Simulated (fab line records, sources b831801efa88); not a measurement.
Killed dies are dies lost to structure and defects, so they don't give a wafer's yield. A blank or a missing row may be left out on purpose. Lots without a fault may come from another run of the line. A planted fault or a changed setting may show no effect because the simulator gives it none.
Tool commonality check | flow gf180mcu | 14 lots, 41 wafers sampled

WHY IT WAS OPENED
At GF_HV_LDD_TW_MEAS_11 the reading HV_LDD_TW is flagged on 2 of 14 lots. Wafers without a fault read 2407, standard deviation 34.
Rule: a lot is flagged when every wafer of it that has a number lies more than 4 standard deviations from that mean, or none has a number. The other lots count as sound.

lot  | measured     | on            | HV_LDD_TW, wafer by wafer | flag
L284 | day 10 05:16 | film_metro-01 | 2409 2397 2391            |
L285 | day 10 13:19 | film_metro-03 | 2390 2381 2367            |
L286 | day 10 23:55 | film_metro-01 | 2403 2393 2399            |
L289 | day 11 08:59 | film_metro-01 | 2382 2370 2381            |
L290 | day 11 22:37 | film_metro-01 | 2374 2380 2391            |
L291 | day 12 10:01 | film_metro-03 | 2377 2374                 |
L292 | day 12 13:13 | film_metro-01 | 2386 2391 2381            |
L293 | day 12 16:25 | film_metro-03 | 2380 2403 2376            |
L294 | day 13 01:55 | film_metro-04 | 2442 2442 2452            |
L296 | day 13 17:34 | film_metro-01 | 30 30 30                  | FLAGGED
L297 | day 13 22:55 | film_metro-04 | 31 30 31                  | FLAGGED
L305 | day 16 10:46 | film_metro-03 | 2384 2368 2362            |
L306 | day 16 20:37 | film_metro-03 | 2363 2385 2387            |
L307 | day 17 02:59 | film_metro-04 | 2445 2450 2457            |
The numbers of the flagged lots are 30 on average: -2377 against the usual, or -70 standard deviations.

WHICH TOOL RAN EACH LOT
The record holds 2 process steps before the reading, out of a route of 602 steps. In each cell: the tool, then ch and the chambers that the sampled wafers went through, then the start.
lot  | flag    | GF_VT_IMPLANT_STRIP_42               | GF_HV_LDD_IMPLANT_09
L284 |         | plasma_asher-04 ch 0,1, day 7 16:47  | implanter-01 ch 0, day 10 05:02
L285 |         | plasma_asher-04 ch 0,1, day 8 01:23  | implanter-04 ch 0, day 10 13:04
L286 |         | plasma_asher-02 ch 0,1, day 8 10:11  | implanter-03 ch 0, day 10 23:40
L289 |         | plasma_asher-04 ch 0,1, day 8 18:11  | implanter-03 ch 0, day 11 08:47
L290 |         | plasma_asher-04 ch 0,1, day 9 06:59  | implanter-04 ch 0, day 11 22:23
L291 |         | plasma_asher-02 ch 0,1, day 9 17:11  | implanter-04 ch 0, day 12 09:46
L292 |         | plasma_asher-03 ch 0,1, day 9 21:29  | implanter-03 ch 0, day 12 12:58
L293 |         | plasma_asher-02 ch 0,1, day 10 01:38 | implanter-03 ch 0, day 12 16:10
L294 |         | plasma_asher-03 ch 0,1, day 10 08:32 | implanter-01 ch 0, day 13 01:40
L296 | FLAGGED | plasma_asher-03 ch 0,1, day 10 23:26 | implanter-04, day 13 17:19
L297 | FLAGGED | plasma_asher-03 ch 1, day 11 05:17   | implanter-03, day 13 22:41
L305 |         | plasma_asher-02 ch 0,1, day 13 11:44 | implanter-04 ch 0, day 16 10:31
L306 |         | plasma_asher-03 ch 0,1, day 13 17:08 | implanter-04 ch 0, day 16 20:23
L307 |         | plasma_asher-02 ch 0,1, day 14 02:13 | implanter-04 ch 0, day 17 02:46
What these steps do:
- GF_VT_IMPLANT_STRIP_42: strips in O2/N2.
- GF_HV_LDD_IMPLANT_09
- GF_HV_LDD_TW_MEAS_11

FLAGGED OVER TOTAL, TOOL BY TOOL (the gauges that took the reading come last)
step                   | tool            | lots run | flagged | share of the flagged lots | sound lots run after its first flagged lot
GF_VT_IMPLANT_STRIP_42 | plasma_asher-02 | 5        | 0       | none                      | -
GF_VT_IMPLANT_STRIP_42 | plasma_asher-03 | 5        | 2       | all                       | 1 (L306)
GF_VT_IMPLANT_STRIP_42 | plasma_asher-04 | 4        | 0       | none                      | -
GF_HV_LDD_IMPLANT_09   | implanter-01    | 2        | 0       | none                      | -
GF_HV_LDD_IMPLANT_09   | implanter-03    | 5        | 1       | some                      | 0
GF_HV_LDD_IMPLANT_09   | implanter-04    | 7        | 1       | some                      | 3 (L305,L306,L307)
GF_HV_LDD_TW_MEAS_11   | film_metro-01   | 6        | 1       | some                      | 0
GF_HV_LDD_TW_MEAS_11   | film_metro-03   | 5        | 0       | none                      | -
GF_HV_LDD_TW_MEAS_11   | film_metro-04   | 3        | 1       | some                      | 1 (L307)

WHAT THE TABLE ALLOWS
1 row of the table ran every flagged lot: plasma_asher-03 at GF_VT_IMPLANT_STRIP_42.
- plasma_asher-03 at GF_VT_IMPLANT_STRIP_42: 2 of its 5 lots flagged. Sound lots ran on it after the first flagged one (L306), which a lasting fault on the whole tool wouldn't allow.
No row of the table ran every flagged lot and no sound lot after the first.

WHAT THE SIMULATOR HAD PUT IN
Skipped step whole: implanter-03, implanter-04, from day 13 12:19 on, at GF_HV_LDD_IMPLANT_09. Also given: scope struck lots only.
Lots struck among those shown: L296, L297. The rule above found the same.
